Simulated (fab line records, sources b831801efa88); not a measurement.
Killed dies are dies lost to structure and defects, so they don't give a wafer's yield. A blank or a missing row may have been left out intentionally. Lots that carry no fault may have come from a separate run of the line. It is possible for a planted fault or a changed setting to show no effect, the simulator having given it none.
Which tool was responsible?    flow gf180mcu    6 lots with 17 wafers sampled at 3 steps, on a route of 602 steps

## WHAT EACH GAUGE READ, for each wafer
GF_VT_IMPLANT_RS_MEAS_49: a four-point-probe measurement.
lot   measured      on             MVPSD_RS (ohm/sq)
L945  day 7 19:40   film metro-01  1169.7 1166.8 1171.3
L947  day 8 10:52   film metro-03  1175.8 1176.5 1169.8
L949  day 9 02:35   film metro-03  1170.7 1172.0 1168.7
L956  day 10 19:08  film metro-03  1171.0 1167.6 1168.6
L960  day 12 00:03  film metro-03  1170.8 1208.1
L965  day 13 08:33  film metro-01  1170.1 1170.2 1168.6

## WHAT TOOL EACH LOT RAN ON (gives the tool, then ch and the chambers of the sampled wafers, and finally the start)
lot   GF_MVPSD_IMPLANT_08              GF_VT_IMPLANT_STRIP_31
L945  implanter-01 ch 0, day 5 05:55   plasma asher-04 ch 0,1, day 7 03:11
L947  implanter-02 ch 0, day 5 19:02   plasma asher-04 ch 0, day 7 17:56
L949  implanter-01 ch 0, day 6 09:23   plasma asher-01 ch 0,1, day 8 09:13
L956  implanter-01 ch 0, day 7 22:11   plasma asher-04 ch 0,1, day 10 00:39
L960  implanter-02 ch 0, day 9 00:05   plasma asher-01 ch 0, day 11 04:23
L965  implanter-01 ch 0, day 10 03:50  plasma asher-04 ch 0,1, day 12 11:58
- GF_MVPSD_IMPLANT_08
- GF_VT_IMPLANT_STRIP_31: strips in O2/N2.

## THE ANSWER, worked out from the rows above alone
Rule: what is usual is taken from the lots themselves. Put in order of their means at a reading, lots are off if they are a third of the lots or fewer, leave a main group of 4 or more, and stand apart from it by a gap of 3 or more times the standard deviation of the main group's means; of several such gaps the widest counts. The tables above print the reading to a certain number of digits; a main group whose means all agree to those digits is not used. A lot without any number at a reading at which 4 lots or more have one is off too. The other lots that the step has rows for count as sound.
Off: L960, at GF_VT_IMPLANT_RS_MEAS_49 (MVPSD_RS). Main group: mean 1170.5 ohm/sq, sd 1.8.
A tool fits if, at a process step before that reading, it ran every lot that is off, and no sound lot after the first of them. Gauges at GF_VT_IMPLANT_RS_MEAS_49: tried the same way as those tools. Can't be told from this: 3 tools fit, implanter-02 at GF_MVPSD_IMPLANT_08, plasma asher-01 at GF_VT_IMPLANT_STRIP_31, film metro-03 at GF_VT_IMPLANT_RS_MEAS_49.

## WHAT THE SIMULATOR PUT IN
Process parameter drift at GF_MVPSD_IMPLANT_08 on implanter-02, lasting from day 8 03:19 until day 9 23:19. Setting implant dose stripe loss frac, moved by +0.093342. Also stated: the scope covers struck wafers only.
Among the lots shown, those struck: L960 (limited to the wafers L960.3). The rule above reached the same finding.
